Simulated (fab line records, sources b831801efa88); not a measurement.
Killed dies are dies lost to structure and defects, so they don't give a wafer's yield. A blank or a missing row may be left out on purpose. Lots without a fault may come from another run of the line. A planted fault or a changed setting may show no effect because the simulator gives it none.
fab line records | flow sky130
record lots=12 wafers=36 last_day=50
route steps=708 shown LOCAL_INTERCONNECT@398 METAL1@450 VIA1@470
lots that met no fault: from a run of the same line without faults
start_h: hours from the record's first day to the start of the lot's first wafer shown | wait_h: hours since the lot's step before | " the same as in the row above | L1.1+2: a row that stands for several wafers | - no value, or no start given | * or withheld: withheld | < > ~ a bound
route shown NAME@n: a module of which the file shows steps, and the number in the route of the first | usual: mean/standard deviation of fault-free wafers | same: alike in all rows | chamber/n: place in a boat | sites: the reading at each site | _std_site: their standard deviation | _edge_site: outer sites' mean less inner sites' | radius_mm: how far each site lies from the wafer's centre | mask NAME#n: copy n | behind: the tool/chamber that last shaped the wafer | hold: why the lot was held/for how many hours/how that ended | device: the transistor (n, p or np) that didn't switch | end of line: the same wafers' tests at the end of the route | a step without rows: its recipe alone | killed: dies lost to structure and defects at the first sort, not the wafer's yield | map: a wafer's dies, x killed, . not, _ none there
set.NAME: the setting as run; set.NAME@STEP: as run at that earlier step | model.NAME: the simulator's own value behind a step, which no gauge read
steps of the route over a sample of lots; a table a step, a row a wafer
services: from which hour (start_h, from the record's first day; less than 0 if before it) a tool's chamber was out of use, for how many hours, and why
## steps
# step SKY_LOCAL_INTERCONNECT_CD_MEAS_11
# recipe target_cd_nm=170
# usual cd_nm=169.8/1.5
# columns lot.wafer tool chamber start_h wait_h cd_nm
L725.1 cd_sem-01 - 701.00 - 167.5
L725.5 " - " " 167.7
L725.6 " - " " 168.6
L726.2 cd_sem-02 - 708.73 - 168.9
L726.3 " - " " 167.6
L726.6 " - " " 169.1
L728.3 cd_sem-02 - 728.19 - 169.6
L728.4 " - " " 170.8
L728.5 " - " " 169.7
L729.1 cd_sem-02 - 737.16 - 171.7
L729.2 " - " " 171.9
L729.3 " - " " 171.0
L731.2 cd_sem-01 - 765.08 - 173.8
L731.3 " - " " 172.0
L731.6 " - " " 172.6
L740.1 cd_sem-02 - 814.75 - 168.1
L740.3 " - " " 168.5
L740.5 " - " " 169.9
L741.1 cd_sem-02 - 852.71 - 168.6
L741.2 " - " " 169.4
L741.3 " - " " 168.5
L743.4 cd_sem-01 - 854.41 - 169.9
L743.5 " - " " 171.6
L743.6 " - " " 170.4
L742.1 cd_sem-01 - 855.47 - 170.3
L742.2 " - " " 171.3
L742.5 " - " " 171.3
L745.1 cd_sem-02 - 858.02 - 170.2
L745.4 " - " " 169.8
L745.5 " - " " 170.5
L746.3 cd_sem-01 - 864.26 - 169.4
L746.4 " - " " 169.9
L746.6 " - " " 170.1
L747.4 cd_sem-01 - 868.46 - 170.0
L747.5 " - " " 167.7
L747.6 " - " " 168.1
# step SKY_METAL1_OVL_MEAS_16
# usual METAL1_OVL=-1/5.7
# columns lot.wafer tool chamber start_h wait_h METAL1_OVL[nm]
L725.1 overlay-01 - 759.22 0.1 -5
L725.5 " - " " -9
L725.6 " - " " -1
L726.2 overlay-01 - 765.54 0.1 -15
L726.3 " - " " -7
L726.6 " - " " -4
L728.3 overlay-01 - 785.08 0.1 2
L728.4 " - " " 0
L728.5 " - " " 6
L729.1 overlay-02 - 793.62 0.1 -9
L729.2 " - " " -3
L729.3 " - " " -3
L731.2 overlay-02 - 820.98 0.1 8
L731.3 " - " " 2
L731.6 " - " " 10
L740.1 overlay-02 - 870.38 0.1 -2
L740.3 " - " " -8
L740.5 " - " " -6
L741.1 overlay-01 - 907.52 0.1 10
L741.2 " - " " 2
L741.3 " - " " 9
L743.4 overlay-01 - 908.85 0.1 -6
L743.5 " - " " 1
L743.6 " - " " -5
L742.1 overlay-02 - 910.42 0.1 -9
L742.2 " - " " -1
L742.5 " - " " -11
L745.1 overlay-02 - 912.16 0.1 10
L745.4 " - " " 12
L745.5 " - " " 12
L746.3 overlay-02 - 918.28 0.1 3
L746.4 " - " " 5
L746.6 " - " " -4
L747.4 overlay-02 - 921.99 0.1 13
L747.5 " - " " 2
L747.6 " - " " 4
# step SKY_METAL1_ETCH_18
# recipe chemistry=N2/H2 target=BARC ion_energy_ev=200 bias_w=100 pressure_mtorr=30 n2_flow_sccm=100 h2_flow_sccm=200 icp_w=500 stop_on=SiO2 time_s=45.9 target_depth_a=600
# usual drypump_motor_current_A=5.84/0.28 oes_product_au=0.855/0.0047 rf_fwd_power_W=495.4/1.6 throttle_valve_pct=13.225/0.0098
# columns lot.wafer tool chamber start_h wait_h drypump_motor_current_A oes_product_au rf_fwd_power_W rf_hours_counter_h throttle_valve_pct
L725.1 rie_metal-04 1 759.32 0.1 5.94 0.857 497.0 14 13.230
L725.5 " 1 " " 5.96 0.846 496.4 - 13.227
L725.6 " 1 " " 5.94 0.845 497.2 - 13.220
L726.2 rie_metal-03 0 765.65 0.1 6.00 0.851 495.6 - 13.231
L726.3 " 0 " " 5.98 0.861 496.3 - 13.230
L726.6 " 0 " " 5.98 0.857 495.5 - 13.226
L728.3 rie_metal-03 1 785.16 0.0 5.83 0.854 494.3 - 13.231
L728.4 " 0 " " 6.03 0.853 495.5 - 13.227
L728.5 " 1 " " 5.86 0.855 494.5 - 13.231
L729.1 rie_metal-03 1 793.72 0.1 5.81 0.858 575.4 0 13.219
L729.2 " 1 " " 5.78 0.853 574.4 - 13.237
L729.3 " 1 " " 5.79 0.853 575.5 - 13.217
L731.2 rie_metal-03 0 821.04 0.0 6.02 0.863 574.7 1 13.206
L731.3 " 1 " " 5.83 0.846 577.4 - 13.222
L731.6 " 1 " " 5.83 0.850 575.6 - 13.220
L740.1 rie_metal-04 0 870.45 0.0 5.95 0.847 496.5 7 13.224
L740.3 " 1 " " 5.94 0.853 494.1 - 13.220
L740.5 " 0 " " 5.96 0.863 496.7 - 13.225
L741.1 rie_metal-04 1 907.59 0.0 5.94 0.860 496.8 0 13.237
L741.2 " 0 " " 5.95 0.865 494.4 10 13.221
L741.3 " 1 " " 5.96 0.860 498.9 - 13.215
L743.4 rie_metal-01 0 908.92 0.0 5.14 0.855 495.2 - 13.234
L743.5 " 1 " " 5.98 0.849 493.0 - 13.213
L743.6 " 0 " " 5.14 0.862 494.4 - 13.224
L742.1 rie_metal-03 1 910.49 0.0 5.78 0.860 497.7 5 13.225
L742.2 " 0 " " 6.03 0.856 495.2 4 13.230
L742.5 " 1 " " 5.81 0.855 493.7 - 13.241
L745.1 rie_metal-03 0 912.23 0.0 6.01 0.851 495.3 5 13.224
L745.4 " 0 " " 6.00 0.855 494.1 - 13.211
L745.5 " 1 " " 5.82 0.853 495.7 - 13.222
L746.3 rie_metal-03 0 918.36 0.0 6.00 0.858 496.4 - 13.240
L746.4 " 1 " " 5.85 0.858 496.6 - 13.213
L746.6 " 0 " " 6.00 0.854 495.4 - 13.231
L747.4 rie_metal-01 0 922.06 0.0 5.12 0.855 494.4 - 13.227
L747.5 " 0 " " 5.12 0.855 496.5 - 13.226
L747.6 " 1 " " 5.99 0.854 497.6 - 13.234
# step SKY_VIA1_CD_MEAS_12
# recipe target_cd_nm=150
# usual cd_nm=150.2/1.6
# columns lot.wafer tool chamber start_h wait_h cd_nm
L725.1 cd_sem-01 - 787.42 - 151.3
L725.5 " - " " 150.9
L725.6 " - " " 149.9
L726.2 cd_sem-02 - 793.84 - 150.7
L726.3 " - " " 149.6
L726.6 " - " " 147.8
L728.3 cd_sem-02 - 812.65 - 153.0
L728.4 " - " " 153.8
L728.5 " - " " 151.3
L729.1 cd_sem-01 - 821.60 - 147.3
L729.2 " - " " 147.6
L729.3 " - " " 149.4
L731.2 cd_sem-02 - 848.18 - 148.7
L731.3 " - " " 148.4
L731.6 " - " " 148.9
L740.1 cd_sem-01 - 897.55 - 151.6
L740.3 " - " " 149.7
L740.5 " - " " 149.6
L741.1 cd_sem-01 - 932.62 - 148.7
L741.2 " - " " 149.6
L741.3 " - " " 148.4
L743.4 cd_sem-02 - 934.23 - 147.3
L743.5 " - " " 147.1
L743.6 " - " " 149.3
L742.1 cd_sem-02 - 937.02 - 148.5
L742.2 " - " " 151.2
L742.5 " - " " 150.2
L745.1 cd_sem-02 - 939.11 - 150.7
L745.4 " - " " 150.2
L745.5 " - " " 149.0
L746.3 cd_sem-02 - 943.75 - 151.4
L746.4 " - " " 151.6
L746.6 " - " " 150.0
L747.4 cd_sem-02 - 948.81 - 151.2
L747.5 " - " " 151.2
L747.6 " - " " 149.9
## services
# columns tool chamber start_h hours kind
rie_metal-04 0 736.31 27.9 repair
rie_metal-03 1 762.57 - clean
rie_metal-03 1 762.57 19.2 scheduled_down
rie_metal-03 1 762.57 19.2 vent_cycle
rie_metal-03 0 785.29 - clean
rie_metal-03 0 785.29 21.9 scheduled_down
rie_metal-03 0 785.29 21.9 vent_cycle
rie_metal-04 - 834.19 1.8 repair
rie_metal-04 0 835.49 5.0 repair
rie_metal-01 1 843.36 - clean
rie_metal-01 1 843.36 17.0 scheduled_down
rie_metal-01 1 843.36 17.0 vent_cycle
rie_metal-04 - 850.96 14.6 pm
rie_metal-03 1 859.73 4.3 repair
rie_metal-03 - 884.77 4.0 pm
rie_metal-04 1 884.95 - clean
rie_metal-04 1 884.95 13.9 scheduled_down
rie_metal-04 1 884.95 13.9 vent_cycle
rie_metal-04 - 914.62 5.7 repair
## key
first_sign step=SKY_METAL1_ETCH_18 reading=rf_fwd_power_W direction=up sigmas=49 usual=495.4 struck=575.5
effect none on later readings
met_at SKY_METAL1_ETCH_18
struck_lots L729,L731
not_acting_at SKY_LOCAL_INTERCONNECT_CD_MEAS_11,SKY_METAL1_OVL_MEAS_16,SKY_VIA1_CD_MEAS_12
onset_between 785.16 793.72
fault kind=process_parameter_drift tool=rie_metal-03 chamber=- onset_h=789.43 steps=SKY_METAL1_ETCH_18 channel=icp_w offset=80 shape=step end_h=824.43 acts_in=these_recipes_only stated=500
